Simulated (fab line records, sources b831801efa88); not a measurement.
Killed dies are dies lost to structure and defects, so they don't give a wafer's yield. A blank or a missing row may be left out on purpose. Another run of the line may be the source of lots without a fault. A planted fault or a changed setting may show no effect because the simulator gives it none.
Code-filled problem report in 8D (eight disciplines) form | flow sky130 | the parts of the form that need people (team, actions taken, sign-off) are left out

## 1. PROBLEM STATEMENT
At SKY_SD_N_STRIP_11, strip-time-to-endpoint-s averages 23.78 s over 3 wafers from 2 lots, while fault-free wafers read 22.58 s, standard deviation 0.04. Measured from the usual mean, that is +30 standard deviations.
The step: strips in O2/N2.
Seen first at day 31 17:31 on plasma-asher-01, wafer L120.1. The record has a number at this step for 39 wafers belonging to 13 lots. Rule for "out", or "out of limits": more than 4 standard deviations from the usual mean. All remaining wafers that have a number are taken as sound.

## 2. WHAT IT IS; WHAT IT IS NOT
question                    | is                       | is not
which readings at this step | strip-time-to-endpoint-s | chamber-pressure-mTorr, drypump-motor-current-A
which lots                  | L120, L121               | L112, L113, L115, L118, L119, L124, L129, L130, L131, L132, L133
which wafers of those lots  | L120.1, L120.6, L121.6   | L120.5, L121.1, L121.5
read on which tools         | plasma-asher-01          | plasma-asher-03, plasma-asher-04
when                        | from day 31 17:31        | up to then (16 sound wafers); but 20 sound wafers of L121, L124, L129, L130, L131, L132, L133 came after

## 3. WHAT RULES OUT EACH SUSPECT
Counting: any tool at a process step up to the reading remains a suspect provided it ran every lot that is out. Sound lots after the first of them don't rule it out here, since some wafers of a struck lot are sound.
- plasma-asher-01 at SKY_SD_N_STRIP_11 (strips in O2/N2): kept. Ran every lot that is out, first one L120 (day 31 17:31); last sound lot up to then L115 (day 29 23:10). Out on those wafers are its own readings of strip-time-to-endpoint-s.
- The sound lot-mates ran in chamber 0 of plasma-asher-01 at SKY_SD_N_STRIP_11, but the wafers that are out ran in chamber 1.
After counting, what remains is plasma-asher-01 at SKY_SD_N_STRIP_11.

## 4. THE CAUSE (what the simulator had put in)
plasma-asher-01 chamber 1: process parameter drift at SKY_SD_N_STRIP_11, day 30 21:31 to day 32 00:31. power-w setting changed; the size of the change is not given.
Only this tool survived the counting.

## 5. SEQUENCE OF EFFECTS, ordered by route
Rows list readings where the struck wafers' mean (over those with a number) sits beyond 3 standard deviations from the usual. Readings are gone through only where the record gives a usual standard deviation; hours: the median, over the lots, of the time from a lot's start at the first step in this table giving one to that lot's start at this step; sigmas: the change measured in usual standard deviations.
hours | step              | reading                  | usual      | on struck wafers | change | sigmas
0     | SKY_SD_N_STRIP_11 | oes-product-au           | 0.528 a.u. | 0.513            | -0.015 | -3.1
0     | SKY_SD_N_STRIP_11 | strip-time-to-endpoint-s | 22.58 s    | 23.78            | +1.20  | +30
It contains these process steps:
- SKY_SD_N_STRIP_11: strips in O2/N2.
At these later measuring or inspecting steps, every struck wafer for which the step has a row has a number for every such reading, and none has moved that far: SKY_VIA2_BOW_MEAS_03.

## 6. WHAT WOULD HAVE CAUGHT IT SOONER
20 hours passed between the start of the fault at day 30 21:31 and the first reading out of limits in this record, taken at day 31 17:31.
